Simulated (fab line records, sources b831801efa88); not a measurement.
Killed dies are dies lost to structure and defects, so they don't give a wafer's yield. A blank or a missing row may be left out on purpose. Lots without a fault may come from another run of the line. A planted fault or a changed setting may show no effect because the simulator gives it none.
Which tool did it? | flow gf180mcu | 13 lots, 37 wafers sampled, at 5 steps of a route of 602

WHAT THE GAUGES READ, wafer by wafer
GF_CONTACT_THK_MEAS_01.
lot  | measured     | on            | CONTACT_CVD_00_THK (nm)
L514 | day 15 03:47 | film_metro-03 | 302 301 305
L515 | day 15 08:47 | film_metro-02 | 303 300 300
L516 | day 15 22:06 | film_metro-03 | 300 300 303
L517 | day 16 04:12 | film_metro-03 | 304 301 309
L518 | day 16 09:52 | film_metro-04 | 301 303 299
L520 | day 17 03:05 | film_metro-04 | 297 301 299
L522 | day 18 00:29 | film_metro-03 | 304 302 300
L523 | day 18 14:11 | film_metro-04 | 300 301 303
L525 | day 19 06:40 | film_metro-04 | 307 301 303
L526 | day 19 15:39 | film_metro-02 | 298 307 306
L528 | day 20 06:22 | film_metro-02 | 155 309
L529 | day 20 11:44 | film_metro-02 | 309 157
L536 | day 22 21:18 | film_metro-03 | 300 303 305

WHICH TOOL RAN EACH LOT (tool, then ch and the chambers of the sampled wafers, then the start)
lot  | GF_SALICIDE_SPUTTER_03       | GF_SALICIDE_RTA_06               | GF_SALICIDE_RTA_08               | GF_CONTACT_CVD_00
L514 | pvd_sputter-03, day 15 03:14 | rtp_anneal-01 ch 0, day 15 03:27 | rtp_anneal-02 ch 0, day 15 03:39 | hdpcvd-01 ch 0,1,2, day 15 03:44
L515 | pvd_sputter-03, day 15 08:11 | rtp_anneal-02 ch 0, day 15 08:28 | rtp_anneal-01 ch 0, day 15 08:39 | hdpcvd-01 ch 0,1,2, day 15 08:44
L516 | pvd_sputter-03, day 15 21:33 | rtp_anneal-01 ch 0, day 15 21:46 | rtp_anneal-02 ch 0, day 15 21:58 | hdpcvd-01 ch 0,1, day 15 22:04
L517 | pvd_sputter-02, day 16 03:39 | rtp_anneal-02 ch 0, day 16 03:52 | rtp_anneal-01 ch 0, day 16 04:03 | hdpcvd-01 ch 0,1, day 16 04:09
L518 | pvd_sputter-03, day 16 09:19 | rtp_anneal-02 ch 0, day 16 09:32 | rtp_anneal-01 ch 0, day 16 09:44 | hdpcvd-01 ch 0,1, day 16 09:49
L520 | pvd_sputter-03, day 17 02:31 | rtp_anneal-01 ch 0, day 17 02:46 | rtp_anneal-02 ch 0, day 17 02:58 | hdpcvd-02 ch 0,1,2, day 17 03:02
L522 | pvd_sputter-02, day 17 23:57 | rtp_anneal-01 ch 0, day 18 00:09 | rtp_anneal-02 ch 0, day 18 00:21 | hdpcvd-01 ch 0,1,2, day 18 00:27
L523 | pvd_sputter-03, day 18 13:38 | rtp_anneal-01 ch 0, day 18 13:50 | rtp_anneal-02 ch 0, day 18 14:02 | hdpcvd-01 ch 0,1, day 18 14:08
L525 | pvd_sputter-03, day 19 06:07 | rtp_anneal-01 ch 0, day 19 06:19 | rtp_anneal-02 ch 0, day 19 06:31 | hdpcvd-01 ch 0,1,2, day 19 06:37
L526 | pvd_sputter-04, day 19 14:55 | rtp_anneal-01 ch 0, day 19 15:07 | rtp_anneal-02 ch 0, day 19 15:31 | hdpcvd-02 ch 0,1,2, day 19 15:37
L528 | pvd_sputter-03, day 20 05:48 | rtp_anneal-02 ch 0, day 20 06:01 | rtp_anneal-01 ch 0, day 20 06:13 | hdpcvd-01 ch 0,2, day 20 06:18
L529 | pvd_sputter-04, day 20 11:05 | rtp_anneal-01 ch 0, day 20 11:20 | rtp_anneal-02 ch 0, day 20 11:37 | hdpcvd-01 ch 1,2, day 20 11:41
L536 | pvd_sputter-02, day 22 20:38 | rtp_anneal-02 ch 0, day 22 20:53 | rtp_anneal-01 ch 0, day 22 21:11 | hdpcvd-02 ch 0,1,2, day 22 21:15
- GF_SALICIDE_SPUTTER_03: material TiN, target thk 20 nm, time 16.7 s.
- GF_SALICIDE_RTA_06: time 30 s.
- GF_SALICIDE_RTA_08: time 30 s.
- GF_CONTACT_CVD_00: deposits SiO2, target thk 300 nm, time 50 s.

WHAT THE TOOLS THEMSELVES READ (means of the sampled wafers that have a number; where no wafer has one, the mark that the record gives instead)
GF_SALICIDE_SPUTTER_03.
lot  | tool           | throttle_valve_pct (%)
L514 | pvd_sputter-03 | 31.3
L515 | pvd_sputter-03 | 31.3
L516 | pvd_sputter-03 | 31.7
L517 | pvd_sputter-02 | 30.7
L518 | pvd_sputter-03 | 31.8
L520 | pvd_sputter-03 | 30.5
L522 | pvd_sputter-02 | 31.5
L523 | pvd_sputter-03 | 31.8
L525 | pvd_sputter-03 | 30.1
L526 | pvd_sputter-04 | 29.7
L528 | pvd_sputter-03 | 32.1
L529 | pvd_sputter-04 | 30.1
L536 | pvd_sputter-02 | 30.0

GF_SALICIDE_RTA_06.
lot  | tool          | lamp_power_pct (%) | wafer_temp_C_max
L514 | rtp_anneal-01 | 5.6                | 532.4
L515 | rtp_anneal-02 | 7.0                | 533.7
L516 | rtp_anneal-01 | 5.6                | 532.4
L517 | rtp_anneal-02 | 7.0                | 534.1
L518 | rtp_anneal-02 | 7.0                | 533.9
L520 | rtp_anneal-01 | 5.6                | 532.6
L522 | rtp_anneal-01 | 5.6                | 532.8
L523 | rtp_anneal-01 | 5.6                | 532.5
L525 | rtp_anneal-01 | 5.6                | 531.9
L526 | rtp_anneal-01 | 5.6                | 533.1
L528 | rtp_anneal-02 | 7.0                | 534.2
L529 | rtp_anneal-01 | 5.6                | 532.6
L536 | rtp_anneal-02 | 7.0                | 533.2

GF_SALICIDE_RTA_08.
lot  | tool          | lamp_power_pct (%) | wafer_temp_C_max
L514 | rtp_anneal-02 | 19.4               | 805.7
L515 | rtp_anneal-01 | 15.6               | 804.0
L516 | rtp_anneal-02 | 19.4               | 805.5
L517 | rtp_anneal-01 | 15.6               | 804.0
L518 | rtp_anneal-01 | 15.6               | 804.1
L520 | rtp_anneal-02 | 19.4               | 805.4
L522 | rtp_anneal-02 | 19.4               | 805.6
L523 | rtp_anneal-02 | 19.4               | 806.2
L525 | rtp_anneal-02 | 19.4               | 805.5
L526 | rtp_anneal-02 | 19.4               | 806.1
L528 | rtp_anneal-01 | 15.6               | 804.6
L529 | rtp_anneal-02 | 19.4               | 804.8
L536 | rtp_anneal-01 | 15.6               | 804.6

GF_CONTACT_CVD_00.
lot  | tool      | sih4_flow_sccm (sccm)
L514 | hdpcvd-01 | 60.08
L515 | hdpcvd-01 | 59.84
L516 | hdpcvd-01 | 60.01
L517 | hdpcvd-01 | 59.91
L518 | hdpcvd-01 | 59.98
L520 | hdpcvd-02 | 59.87
L522 | hdpcvd-01 | 59.99
L523 | hdpcvd-01 | 59.98
L525 | hdpcvd-01 | 60.05
L526 | hdpcvd-02 | 60.08
L528 | hdpcvd-01 | 45.21
L529 | hdpcvd-01 | 44.89
L536 | hdpcvd-02 | 59.98

THE ANSWER, worked out from the rows above alone
Rule: what is usual is taken from the lots themselves. Put in order of their means at a reading, lots are off if they are a third of the lots or fewer, leave a main group of 4 or more, and stand apart from it by a gap of 3 or more times the standard deviation of the main group's means; of several such gaps the widest counts. A main group whose means are all the same, to the digits that the tables above print for the reading, isn't used. A lot without any number at a reading at which 4 lots or more have one is off too. The other lots that the step has rows for count as sound. The gauges are gone through in route order, then the tools' own readings, and for those a lot's mean is taken as printed above. The first step at which some lot is off is used, and at that step the reading that is off furthest; a lot without a number counts as furthest.
Off: L528, L529, at GF_CONTACT_THK_MEAS_01 (CONTACT_CVD_00_THK). The main group: mean 302 nm, standard deviation 1.5.
A tool fits if, at a process step before that reading, it ran every lot that is off, and no sound lot after the first of them. The gauges at GF_CONTACT_THK_MEAS_01 aren't tried: what is off there is off at GF_CONTACT_CVD_00 too, on other tools, and a gauge's error can't cause that. One fits: hdpcvd-01 at GF_CONTACT_CVD_00. Its last sound lot is L525 (day 19 06:37), its first lot that is off L528 (day 20 06:18): a fault that began between those two fits.
The tool's own readings at GF_CONTACT_CVD_00 bear it out: on the lots that are off they differ by more than 5 times the standard deviation of the sound lots' means. sih4_flow_sccm reads 45.05 sccm there against 59.98 sccm on the sound lots.

WHAT THE SIMULATOR HAD PUT IN
Process parameter drift: hdpcvd-01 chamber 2, from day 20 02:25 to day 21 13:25, at GF_CONTACT_CVD_00. Setting sih4_flow_sccm, moved by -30, from 60. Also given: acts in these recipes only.
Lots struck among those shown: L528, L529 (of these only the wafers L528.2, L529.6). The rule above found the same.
